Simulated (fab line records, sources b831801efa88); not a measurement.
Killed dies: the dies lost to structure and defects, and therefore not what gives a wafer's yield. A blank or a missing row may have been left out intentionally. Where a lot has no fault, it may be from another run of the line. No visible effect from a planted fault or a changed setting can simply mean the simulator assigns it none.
What tool caused it? / flow sky130 / 24 lots, 72 wafers sampled, at 6 steps of a route of 708

## WHAT THE GAUGES SHOWED, per wafer
SKY_LDD_N_OVL_MEAS_07.
lot=L074; measured=day 17 09:17; on=overlay-02; LDD_N_OVL (nm)=0.2 1.5 -1.0
lot=L075; measured=day 17 16:11; on=overlay-01; LDD_N_OVL (nm)=2.0 2.3 1.3
lot=L076; measured=day 17 21:56; on=overlay-02; LDD_N_OVL (nm)=0.6 0.6 1.8
lot=L077; measured=day 18 10:23; on=overlay-01; LDD_N_OVL (nm)=0.8 1.3 -0.8
lot=L078; measured=day 18 17:05; on=overlay-01; LDD_N_OVL (nm)=3.7 2.8 2.0
lot=L079; measured=day 19 13:32; on=overlay-01; LDD_N_OVL (nm)=2.3 3.5 1.0
lot=L080; measured=day 19 14:00; on=overlay-01; LDD_N_OVL (nm)=-0.6 -1.1 -0.9
lot=L081; measured=day 19 22:47; on=overlay-02; LDD_N_OVL (nm)=3.1 2.6 2.7
lot=L082; measured=day 20 06:48; on=overlay-02; LDD_N_OVL (nm)=1.0 3.1 1.1
lot=L083; measured=day 20 21:14; on=overlay-02; LDD_N_OVL (nm)=2.8 3.0 0.6
lot=L084; measured=day 21 12:48; on=overlay-02; LDD_N_OVL (nm)=2.0 1.8 2.8
lot=L085; measured=day 21 12:56; on=overlay-01; LDD_N_OVL (nm)=2.1 -0.3 1.8
lot=L086; measured=day 21 20:56; on=overlay-01; LDD_N_OVL (nm)=0.7 1.3 1.2
lot=L087; measured=day 22 03:23; on=overlay-02; LDD_N_OVL (nm)=1.8 0.2 0.6
lot=L088; measured=day 22 13:29; on=overlay-01; LDD_N_OVL (nm)=0.5 1.8 2.8
lot=L089; measured=day 22 22:38; on=overlay-02; LDD_N_OVL (nm)=0.7 1.1 0.1
lot=L090; measured=day 23 02:35; on=overlay-02; LDD_N_OVL (nm)=3.8 3.5 1.9
lot=L091; measured=day 23 19:02; on=overlay-01; LDD_N_OVL (nm)=1.8 2.9 1.6
lot=L092; measured=day 24 11:12; on=overlay-02; LDD_N_OVL (nm)=1.5 0.8 1.7
lot=L097; measured=day 26 08:27; on=overlay-01; LDD_N_OVL (nm)=-1.3 -1.3 -1.9
lot=L094; measured=day 26 09:35; on=overlay-01; LDD_N_OVL (nm)=0.1 2.2 -0.2
lot=L095; measured=day 26 10:18; on=overlay-01; LDD_N_OVL (nm)=-0.4 1.7 -0.5
lot=L093; measured=day 26 12:02; on=overlay-02; LDD_N_OVL (nm)=1.5 0.0 1.5
lot=L096; measured=day 26 16:20; on=overlay-01; LDD_N_OVL (nm)=-0.2 1.4 2.2

SKY_LDD_P_TW_MEAS_11.
lot=L074; measured=day 18 17:19; on=film-metro-03; LDD_P_TW=627 628 629
lot=L075; measured=day 19 00:22; on=film-metro-03; LDD_P_TW=634 630 631
lot=L076; measured=day 19 06:00; on=film-metro-02; LDD_P_TW=628 627 625
lot=L077; measured=day 19 19:44; on=film-metro-03; LDD_P_TW=629 629 631
lot=L078; measured=day 20 02:29; on=film-metro-03; LDD_P_TW=634 633 629
lot=L079; measured=day 20 21:57; on=film-metro-01; LDD_P_TW=638 635 635
lot=L080; measured=day 20 21:59; on=film-metro-03; LDD_P_TW=633 630 630
lot=L081; measured=day 21 06:27; on=film-metro-01; LDD_P_TW=635 631 632
lot=L082; measured=day 21 14:55; on=film-metro-03; LDD_P_TW=634 635 634
lot=L083; measured=day 22 05:11; on=film-metro-03; LDD_P_TW=629 628 631
lot=L084; measured=day 22 19:35; on=film-metro-02; LDD_P_TW=638 634 638
lot=L085; measured=day 22 20:50; on=film-metro-03; LDD_P_TW=631 634 632
lot=L086; measured=day 23 04:24; on=film-metro-03; LDD_P_TW=633 631 632
lot=L087; measured=day 23 11:11; on=film-metro-02; LDD_P_TW=631 626 626
lot=L088; measured=day 23 20:35; on=film-metro-01; LDD_P_TW=631 631 631
lot=L089; measured=day 24 05:29; on=film-metro-01; LDD_P_TW=633 631 631
lot=L090; measured=day 24 10:08; on=film-metro-02; LDD_P_TW=631 633 630
lot=L091; measured=day 25 02:30; on=film-metro-02; LDD_P_TW=629 631 629
lot=L092; measured=day 25 18:43; on=film-metro-03; LDD_P_TW=635 634 635
lot=L097; measured=day 27 15:20; on=film-metro-01; LDD_P_TW=629 628 627
lot=L094; measured=day 27 15:58; on=film-metro-03; LDD_P_TW=630 633 629
lot=L095; measured=day 27 16:56; on=film-metro-01; LDD_P_TW=627 634 629
lot=L093; measured=day 27 17:51; on=film-metro-03; LDD_P_TW=633 630 629
lot=L096; measured=day 27 23:08; on=film-metro-03; LDD_P_TW=629 632 627

SKY_POLY_CUT_CD_MEAS_08: the cd target is 270 nm.
lot=L074; measured=day 23 20:52; on=cd-sem-01; cd-nm (nm)=271.9 270.7 270.3
lot=L075; measured=day 24 04:46; on=cd-sem-01; cd-nm (nm)=266.9 267.2 267.4
lot=L076; measured=day 24 08:44; on=cd-sem-02; cd-nm (nm)=269.1 268.6 267.8
lot=L077; measured=day 24 21:47; on=cd-sem-01; cd-nm (nm)=271.1 269.4 270.5
lot=L078; measured=day 25 06:41; on=cd-sem-01; cd-nm (nm)=270.0 269.9 270.7
lot=L079; measured=day 25 23:47; on=cd-sem-01; cd-nm (nm)=270.1 269.3 270.6
lot=L080; measured=day 26 00:07; on=cd-sem-02; cd-nm (nm)=269.9 270.3 269.6
lot=L081; measured=day 26 09:01; on=cd-sem-01; cd-nm (nm)=271.4 271.1 272.3
lot=L082; measured=day 26 17:16; on=cd-sem-01; cd-nm (nm)=269.8 269.1 269.5
lot=L083; measured=day 27 06:40; on=cd-sem-01; cd-nm (nm)=268.5 268.0 269.6
lot=L084; measured=day 27 18:37; on=cd-sem-02; cd-nm (nm)=268.1 266.7 268.6
lot=L085; measured=day 27 20:43; on=cd-sem-01; cd-nm (nm)=270.7 270.3 270.7
lot=L086; measured=day 28 04:04; on=cd-sem-01; cd-nm (nm)=267.9 268.8 268.2
lot=L087; measured=day 28 09:59; on=cd-sem-01; cd-nm (nm)=268.9 269.6 269.1
lot=L088; measured=day 28 20:13; on=cd-sem-01; cd-nm (nm)=269.8 268.6 270.6
lot=L089; measured=day 29 07:38; on=cd-sem-01; cd-nm (nm)=268.8 269.9 270.5
lot=L090; measured=day 29 11:25; on=cd-sem-01; cd-nm (nm)=270.2 270.4 270.0
lot=L091; measured=day 30 00:13; on=cd-sem-01; cd-nm (nm)=269.1 269.3 269.6
lot=L092; measured=day 30 15:44; on=cd-sem-01; cd-nm (nm)=267.9 269.1 269.1
lot=L097; measured=day 32 10:07; on=cd-sem-01; cd-nm (nm)=272.1 273.9 273.0
lot=L094; measured=day 32 09:49; on=cd-sem-02; cd-nm (nm)=267.7 268.4 268.3
lot=L095; measured=day 32 11:08; on=cd-sem-01; cd-nm (nm)=269.2 269.4 269.8
lot=L093; measured=day 32 12:30; on=cd-sem-02; cd-nm (nm)=270.5 272.7 269.9
lot=L096; measured=day 32 17:46; on=cd-sem-01; cd-nm (nm)=269.6 271.0 269.0

SKY_SD_P_CD_MEAS_07: the cd target is 380 nm.
lot=L074; measured=day 25 03:05; on=cd-sem-02; cd-nm (nm)=383.5 382.3 381.7
lot=L075; measured=day 25 10:41; on=cd-sem-02; cd-nm (nm)=377.6 379.6 378.2
lot=L076; measured=day 25 14:52; on=cd-sem-02; cd-nm (nm)=378.1 378.9 378.8
lot=L077; measured=day 26 02:58; on=cd-sem-02; cd-nm (nm)=377.6 377.4 378.3
lot=L078; measured=day 26 12:20; on=cd-sem-02; cd-nm (nm)=381.2 381.6 378.8
lot=L079; measured=day 27 05:01; on=cd-sem-01; cd-nm (nm)=376.8 375.9 375.8
lot=L080; measured=day 27 05:18; on=cd-sem-02; cd-nm (nm)=380.5 383.7 378.2
lot=L081; measured=day 27 14:23; on=cd-sem-02; cd-nm (nm)=380.1 377.8 380.4
lot=L082; measured=day 27 22:28; on=cd-sem-02; cd-nm (nm)=378.6 378.9 381.8
lot=L083; measured=day 28 11:44; on=cd-sem-01; cd-nm (nm)=380.3 384.5 380.1
lot=L084; measured=day 28 23:50; on=cd-sem-02; cd-nm (nm)=379.4 383.2 377.4
lot=L085; measured=day 29 01:26; on=cd-sem-01; cd-nm (nm)=381.0 378.6 378.7
lot=L086; measured=day 29 08:52; on=cd-sem-01; cd-nm (nm)=378.6 380.2 377.8
lot=L087; measured=day 29 14:37; on=cd-sem-01; cd-nm (nm)=378.7 378.3 379.6
lot=L088; measured=day 30 01:03; on=cd-sem-01; cd-nm (nm)=380.4 380.9 381.1
lot=L089; measured=day 30 12:03; on=cd-sem-02; cd-nm (nm)=384.7 386.2 381.7
lot=L090; measured=day 30 15:39; on=cd-sem-02; cd-nm (nm)=382.4 382.0 384.4
lot=L091; measured=day 31 03:37; on=cd-sem-01; cd-nm (nm)=378.4 380.8 379.0
lot=L092; measured=day 31 18:56; on=cd-sem-01; cd-nm (nm)=380.7 378.6 381.4
lot=L097; measured=day 33 13:57; on=cd-sem-02; cd-nm (nm)=378.5 376.4 376.5
lot=L094; measured=day 33 13:23; on=cd-sem-01; cd-nm (nm)=379.2 378.2 379.2
lot=L095; measured=day 33 14:16; on=cd-sem-01; cd-nm (nm)=376.4 376.8 377.3
lot=L093; measured=day 33 15:31; on=cd-sem-01; cd-nm (nm)=376.4 376.6 377.1
lot=L096; measured=day 33 20:22; on=cd-sem-02; cd-nm (nm)=377.3 379.3 379.4

## EACH LOT AND THE TOOL THAT RAN IT (in order: tool; ch and the chambers of the sampled wafers; start)
lot=L074; SKY_POLY_GATE_ETCH_17=rie-si-02 ch 0,3, day 16 03:26; SKY_LDD_LDN_STRIP_12=plasma-asher-01 ch 0,1, day 22 13:52
lot=L075; SKY_POLY_GATE_ETCH_17=rie-si-02 ch 1,2, day 16 08:20; SKY_LDD_LDN_STRIP_12=plasma-asher-03 ch 0,1, day 22 21:07
lot=L076; SKY_POLY_GATE_ETCH_17=rie-si-02 ch 0,2,3, day 16 14:47; SKY_LDD_LDN_STRIP_12=plasma-asher-01 ch 1, day 23 01:49
lot=L077; SKY_POLY_GATE_ETCH_17=rie-si-01 ch 0,3, day 17 02:11; SKY_LDD_LDN_STRIP_12=plasma-asher-02 ch 0,1, day 23 14:40
lot=L078; SKY_POLY_GATE_ETCH_17=rie-si-01 ch 1,2,3, day 17 08:04; SKY_LDD_LDN_STRIP_12=plasma-asher-02 ch 0,1, day 23 22:35
lot=L079; SKY_POLY_GATE_ETCH_17=rie-si-02 ch 2,3, day 18 04:43; SKY_LDD_LDN_STRIP_12=plasma-asher-02 ch 0,1, day 24 16:13
lot=L080; SKY_POLY_GATE_ETCH_17=rie-si-01 ch 0,1,2, day 18 05:04; SKY_LDD_LDN_STRIP_12=plasma-asher-03 ch 0,1, day 24 16:17
lot=L081; SKY_POLY_GATE_ETCH_17=rie-si-02 ch 1,2,3, day 18 13:28; SKY_LDD_LDN_STRIP_12=plasma-asher-03 ch 0,1, day 25 00:58
lot=L082; SKY_POLY_GATE_ETCH_17=rie-si-02 ch 1,2,3, day 18 20:04; SKY_LDD_LDN_STRIP_12=plasma-asher-03 ch 0,1, day 25 10:25
lot=L083; SKY_POLY_GATE_ETCH_17=rie-si-01 ch 0,1,3, day 19 12:58; SKY_LDD_LDN_STRIP_12=plasma-asher-03 ch 0,1, day 26 00:50
lot=L084; SKY_POLY_GATE_ETCH_17=rie-si-01 ch 0,1,3, day 20 00:49; SKY_LDD_LDN_STRIP_12=plasma-asher-03 ch 0,1, day 26 12:19
lot=L085; SKY_POLY_GATE_ETCH_17=rie-si-02 ch 2,3, day 20 02:01; SKY_LDD_LDN_STRIP_12=plasma-asher-02 ch 0,1, day 26 14:35
lot=L086; SKY_POLY_GATE_ETCH_17=rie-si-01 ch 2,3, day 20 12:46; SKY_LDD_LDN_STRIP_12=plasma-asher-01 ch 0,1, day 26 22:22
lot=L087; SKY_POLY_GATE_ETCH_17=rie-si-02 ch 0,1,2, day 20 19:34; SKY_LDD_LDN_STRIP_12=plasma-asher-02 ch 0,1, day 27 04:44
lot=L088; SKY_POLY_GATE_ETCH_17=rie-si-01 ch 1,2, day 21 06:04; SKY_LDD_LDN_STRIP_12=plasma-asher-01 ch 0,1, day 27 14:16
lot=L089; SKY_POLY_GATE_ETCH_17=rie-si-02 ch 0,2, day 21 14:40; SKY_LDD_LDN_STRIP_12=plasma-asher-02 ch 0, day 27 23:25
lot=L090; SKY_POLY_GATE_ETCH_17=rie-si-01 ch 0,3, day 21 19:40; SKY_LDD_LDN_STRIP_12=plasma-asher-01 ch 0,1, day 28 01:37
lot=L091; SKY_POLY_GATE_ETCH_17=rie-si-02 ch 1,2,3, day 22 11:43; SKY_LDD_LDN_STRIP_12=plasma-asher-02 ch 0,1, day 28 18:37
lot=L092; SKY_POLY_GATE_ETCH_17=rie-si-01 ch 0,3, day 23 03:37; SKY_LDD_LDN_STRIP_12=plasma-asher-03 ch 0,1, day 29 09:34
lot=L097; SKY_POLY_GATE_ETCH_17=rie-si-02 ch 1,2, day 25 01:10; SKY_LDD_LDN_STRIP_12=plasma-asher-03 ch 0,1, day 31 03:55
lot=L094; SKY_POLY_GATE_ETCH_17=rie-si-01 ch 0,3, day 25 02:02; SKY_LDD_LDN_STRIP_12=plasma-asher-02 ch 0,1, day 31 04:09
lot=L095; SKY_POLY_GATE_ETCH_17=rie-si-02 ch 1,2,3, day 25 03:35; SKY_LDD_LDN_STRIP_12=plasma-asher-02 ch 0,1, day 31 06:25
lot=L093; SKY_POLY_GATE_ETCH_17=rie-si-01 ch 2,3, day 25 05:17; SKY_LDD_LDN_STRIP_12=plasma-asher-02 ch 0,1, day 31 07:52
lot=L096; SKY_POLY_GATE_ETCH_17=rie-si-02 ch 0,2,3, day 25 09:10; SKY_LDD_LDN_STRIP_12=plasma-asher-01 ch 0,1, day 31 12:38
- SKY_POLY_GATE_ETCH_17: etches poly-Si in HBr/Cl2, stops on SiO2, target depth 180 nm, time 70.5 s.
- SKY_LDD_LDN_STRIP_12: strips in O2/N2.

## AS READ BY THE TOOLS THEMSELVES (means over the sampled wafers that have a number; for cases with no such wafer, the mark the record gives instead)
SKY_POLY_GATE_ETCH_17.
lot=L074; tool=rie-si-02; drypump-motor-current-A (A)=6.1; oes-product-au (a.u.)=0.991; throttle-valve-pct (%)=33.682
lot=L075; tool=rie-si-02; drypump-motor-current-A (A)=5.7; oes-product-au (a.u.)=0.981; throttle-valve-pct (%)=33.675
lot=L076; tool=rie-si-02; drypump-motor-current-A (A)=5.7; oes-product-au (a.u.)=1.000; throttle-valve-pct (%)=33.682
lot=L077; tool=rie-si-01; drypump-motor-current-A (A)=6.1; oes-product-au (a.u.)=0.988; throttle-valve-pct (%)=33.685
lot=L078; tool=rie-si-01; drypump-motor-current-A (A)=6.3; oes-product-au (a.u.)=0.994; throttle-valve-pct (%)=33.683
lot=L079; tool=rie-si-02; drypump-motor-current-A (A)=5.7; oes-product-au (a.u.)=0.989; throttle-valve-pct (%)=33.676
lot=L080; tool=rie-si-01; drypump-motor-current-A (A)=6.3; oes-product-au (a.u.)=0.990; throttle-valve-pct (%)=33.686
lot=L081; tool=rie-si-02; drypump-motor-current-A (A)=5.7; oes-product-au (a.u.)=0.978; throttle-valve-pct (%)=33.694
lot=L082; tool=rie-si-02; drypump-motor-current-A (A)=5.7; oes-product-au (a.u.)=0.987; throttle-valve-pct (%)=33.691
lot=L083; tool=rie-si-01; drypump-motor-current-A (A)=6.2; oes-product-au (a.u.)=0.991; throttle-valve-pct (%)=33.682
lot=L084; tool=rie-si-01; drypump-motor-current-A (A)=6.2; oes-product-au (a.u.)=0.986; throttle-valve-pct (%)=33.690
lot=L085; tool=rie-si-02; drypump-motor-current-A (A)=5.5; oes-product-au (a.u.)=0.987; throttle-valve-pct (%)=33.681
lot=L086; tool=rie-si-01; drypump-motor-current-A (A)=6.3; oes-product-au (a.u.)=0.990; throttle-valve-pct (%)=33.684
lot=L087; tool=rie-si-02; drypump-motor-current-A (A)=5.8; oes-product-au (a.u.)=0.975; throttle-valve-pct (%)=33.676
lot=L088; tool=rie-si-01; drypump-motor-current-A (A)=6.4; oes-product-au (a.u.)=0.985; throttle-valve-pct (%)=33.695
lot=L089; tool=rie-si-02; drypump-motor-current-A (A)=5.8; oes-product-au (a.u.)=0.986; throttle-valve-pct (%)=33.681
lot=L090; tool=rie-si-01; drypump-motor-current-A (A)=6.1; oes-product-au (a.u.)=0.989; throttle-valve-pct (%)=33.695
lot=L091; tool=rie-si-02; drypump-motor-current-A (A)=5.7; oes-product-au (a.u.)=0.985; throttle-valve-pct (%)=33.691
lot=L092; tool=rie-si-01; drypump-motor-current-A (A)=6.1; oes-product-au (a.u.)=0.984; throttle-valve-pct (%)=33.678
lot=L097; tool=rie-si-02; drypump-motor-current-A (A)=5.7; oes-product-au (a.u.)=0.979; throttle-valve-pct (%)=33.688
lot=L094; tool=rie-si-01; drypump-motor-current-A (A)=6.1; oes-product-au (a.u.)=0.967; throttle-valve-pct (%)=33.686
lot=L095; tool=rie-si-02; drypump-motor-current-A (A)=5.7; oes-product-au (a.u.)=0.981; throttle-valve-pct (%)=33.682
lot=L093; tool=rie-si-01; drypump-motor-current-A (A)=6.3; oes-product-au (a.u.)=0.993; throttle-valve-pct (%)=33.678
lot=L096; tool=rie-si-02; drypump-motor-current-A (A)=5.8; oes-product-au (a.u.)=0.985; throttle-valve-pct (%)=33.687

SKY_LDD_LDN_STRIP_12.
lot=L074; tool=plasma-asher-01; drypump-motor-current-A (A)=6.2; n2-flow-sccm (sccm)=299.9; oes-product-au (a.u.)=0.714; strip-time-to-endpoint-s (s)=14.14
lot=L075; tool=plasma-asher-03; drypump-motor-current-A (A)=6.3; n2-flow-sccm (sccm)=299.8; oes-product-au (a.u.)=0.713; strip-time-to-endpoint-s (s)=14.13
lot=L076; tool=plasma-asher-01; drypump-motor-current-A (A)=6.5; n2-flow-sccm (sccm)=299.5; oes-product-au (a.u.)=0.715; strip-time-to-endpoint-s (s)=14.25
lot=L077; tool=plasma-asher-02; drypump-motor-current-A (A)=6.1; n2-flow-sccm (sccm)=299.6; oes-product-au (a.u.)=0.714; strip-time-to-endpoint-s (s)=14.15
lot=L078; tool=plasma-asher-02; drypump-motor-current-A (A)=5.7; n2-flow-sccm (sccm)=299.2; oes-product-au (a.u.)=0.717; strip-time-to-endpoint-s (s)=14.29
lot=L079; tool=plasma-asher-02; drypump-motor-current-A (A)=5.6; n2-flow-sccm (sccm)=300.5; oes-product-au (a.u.)=0.714; strip-time-to-endpoint-s (s)=14.20
lot=L080; tool=plasma-asher-03; drypump-motor-current-A (A)=6.3; n2-flow-sccm (sccm)=300.5; oes-product-au (a.u.)=0.713; strip-time-to-endpoint-s (s)=14.18
lot=L081; tool=plasma-asher-03; drypump-motor-current-A (A)=6.3; n2-flow-sccm (sccm)=299.2; oes-product-au (a.u.)=0.719; strip-time-to-endpoint-s (s)=14.21
lot=L082; tool=plasma-asher-03; drypump-motor-current-A (A)=5.9; n2-flow-sccm (sccm)=299.3; oes-product-au (a.u.)=0.718; strip-time-to-endpoint-s (s)=14.25
lot=L083; tool=plasma-asher-03; drypump-motor-current-A (A)=6.3; n2-flow-sccm (sccm)=299.3; oes-product-au (a.u.)=0.713; strip-time-to-endpoint-s (s)=14.20
lot=L084; tool=plasma-asher-03; drypump-motor-current-A (A)=6.3; n2-flow-sccm (sccm)=300.1; oes-product-au (a.u.)=0.711; strip-time-to-endpoint-s (s)=14.16
lot=L085; tool=plasma-asher-02; drypump-motor-current-A (A)=6.1; n2-flow-sccm (sccm)=300.2; oes-product-au (a.u.)=0.715; strip-time-to-endpoint-s (s)=14.24
lot=L086; tool=plasma-asher-01; drypump-motor-current-A (A)=6.0; n2-flow-sccm (sccm)=300.3; oes-product-au (a.u.)=0.718; strip-time-to-endpoint-s (s)=14.21
lot=L087; tool=plasma-asher-02; drypump-motor-current-A (A)=5.6; n2-flow-sccm (sccm)=300.2; oes-product-au (a.u.)=0.715; strip-time-to-endpoint-s (s)=14.21
lot=L088; tool=plasma-asher-01; drypump-motor-current-A (A)=6.0; n2-flow-sccm (sccm)=299.9; oes-product-au (a.u.)=0.711; strip-time-to-endpoint-s (s)=14.14
lot=L089; tool=plasma-asher-02; drypump-motor-current-A (A)=5.2; n2-flow-sccm (sccm)=299.3; oes-product-au (a.u.)=0.713; strip-time-to-endpoint-s (s)=14.20
lot=L090; tool=plasma-asher-01; drypump-motor-current-A (A)=6.0; n2-flow-sccm (sccm)=299.6; oes-product-au (a.u.)=0.715; strip-time-to-endpoint-s (s)=14.29
lot=L091; tool=plasma-asher-02; drypump-motor-current-A (A)=5.6; n2-flow-sccm (sccm)=300.3; oes-product-au (a.u.)=0.719; strip-time-to-endpoint-s (s)=14.25
lot=L092; tool=plasma-asher-03; drypump-motor-current-A (A)=5.9; n2-flow-sccm (sccm)=300.0; oes-product-au (a.u.)=0.715; strip-time-to-endpoint-s (s)=14.24
lot=L097; tool=plasma-asher-03; drypump-motor-current-A (A)=5.9; n2-flow-sccm (sccm)=299.9; oes-product-au (a.u.)=0.717; strip-time-to-endpoint-s (s)=14.24
lot=L094; tool=plasma-asher-02; drypump-motor-current-A (A)=5.6; n2-flow-sccm (sccm)=299.7; oes-product-au (a.u.)=0.713; strip-time-to-endpoint-s (s)=14.18
lot=L095; tool=plasma-asher-02; drypump-motor-current-A (A)=6.1; n2-flow-sccm (sccm)=300.0; oes-product-au (a.u.)=0.713; strip-time-to-endpoint-s (s)=14.16
lot=L093; tool=plasma-asher-02; drypump-motor-current-A (A)=5.7; n2-flow-sccm (sccm)=300.9; oes-product-au (a.u.)=0.714; strip-time-to-endpoint-s (s)=14.21
lot=L096; tool=plasma-asher-01; drypump-motor-current-A (A)=6.3; n2-flow-sccm (sccm)=298.4; oes-product-au (a.u.)=0.717; strip-time-to-endpoint-s (s)=14.17

## THE ANSWER, worked out from the rows above alone
Rule: the usual values come from the lots themselves. The widest of any qualifying gaps counts: lots, ordered by their means at a reading, are off when they make up no more than a third of the lots, leave a main group of 4 or more, and stand apart from it by 3 or more times the standard deviation of that group's means. A main group is skipped when, at the precision printed for the reading in the tables above, its means are all equal. Also off: a lot with no number at a reading for which 4 or more lots have one. All remaining lots with rows at the step are treated as sound. First the gauges in route order, then the tools' own readings, where a lot's mean is used as printed above. At the first step where some lot is off, the reading lying furthest off is the one used; lots without a number count as furthest.
Nothing can be told from this: no lot is off at any reading shown.

## WHAT THE SIMULATOR HAD INSERTED
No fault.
